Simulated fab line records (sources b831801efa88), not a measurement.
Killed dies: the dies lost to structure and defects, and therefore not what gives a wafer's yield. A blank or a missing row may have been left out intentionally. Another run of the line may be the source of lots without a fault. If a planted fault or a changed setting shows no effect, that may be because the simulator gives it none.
A struck lot beside a sound one | flow gf180mcu | 14 out of 602 route steps
Sound: the wafers L767.1, L767.3, L767.5. The struck wafers were L770.1, L770.4, L770.6. The cause comes at the end.
Per side, at each step with rows, come the tool, then ch with its chambers, and then its first start. Under that, the readings that differ: sound wafers | struck wafers | difference of the means | sigmas: that difference in standard deviations of wafers without a fault.
alike: a reading whose means differ by less than 2 such deviations, as well as words and numbers matching on both sides. not compared: withheld readings; readings where some wafer has no value; bounds like >300 that might hide an equal value; numbers whose values overlap and for which the record gives no deviation.
The two part at a step that has a row with sigmas, a row that says differs or no value, or rows on one side only. Numbers that don't overlap but have no deviation are shown without sigmas and don't part them. A reading missing from all wafers of one side parts the sides only when that side holds two or more wafers.

GF_SAB_THK_MEAS_01:
  sound on film metro-02, day 16 04:54; struck on film metro-02, day 17 08:41
  alike: SAB_CVD_00_THK
then, 7 steps without rows for these wafers: GF_SAB_DEHYDRATE_02 (time 60 s); GF_SAB_HMDS_03 (prime time 60 s); GF_SAB_COAT_04 (resist thk 1000 nm); GF_SAB_SOFTBAKE_05 (time 60 s); GF_SAB_EXPOSE_06 (exposes mask SAB, target cd 420 nm); GF_SAB_PEB_07; GF_SAB_DEVELOP_08 (develop time 60 s).
GF_SAB_CD_MEAS_09: the cd target is 420 nm.
  sound on cd sem-02, day 17 02:48; struck on cd sem-01, day 18 07:00
  alike: cd nm
GF_SAB_OVL_MEAS_10:
  sound on overlay-02, day 17 02:55; struck on overlay-01, day 18 07:07
  alike: SAB_OVL
GF_SAB_ETCH_11: etches SiO2 in C4F8/O2/Ar, target depth 55 nm, time 8.5 s.
  sound on rie diel-03 ch 1,3, day 17 02:58; struck on rie diel-04 ch 1,2, day 18 07:10
  alike: oes product au
  not compared: rf hours counter h
then, 1 step without rows for these wafers: GF_SAB_WET_ETCH_12 (etches SiO2 in dHF, target depth 22 nm, time 440 s).
GF_SAB_STRIP_13: strips in O2/N2.
  sound on plasma asher-04 ch 0,1, day 17 03:07; struck on plasma asher-04 ch 0,1, day 18 07:19
  no value came back on the struck wafers for any of 6 readings (chamber pressure mTorr (mTorr), drypump motor current A (A) and others); on the sound wafers chamber pressure mTorr (mTorr) reads 1499.3 1496.9 1498.3
  reading                                  | sound | struck            | difference | sigmas
  model.NOVOLAK_of_SAB_COAT_04.thk nm (nm) | 0 0 0 | 991.5 989.6 990.5 | +990.5     |
  not compared: rf hours counter h
-- the record jumps here: 13 days lie between the struck wafers' starts before and after (it left off in module SAB and takes up again in module PASSIVATION, whose first step shown is number 602 of the route) --
GF_PASSIVATION_PROBE_99:
  the record has rows for the struck wafers here (prober-02, day 31 14:33) and none for the sound ones

== WHERE THEY PART ==
At GF_SAB_STRIP_13 first; at GF_PASSIVATION_PROBE_99 last (within this record only).

WHY: what the simulator had put in
At GF_SAB_STRIP_13, the step was skipped entirely on plasma asher-04 from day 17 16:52 on. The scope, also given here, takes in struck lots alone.
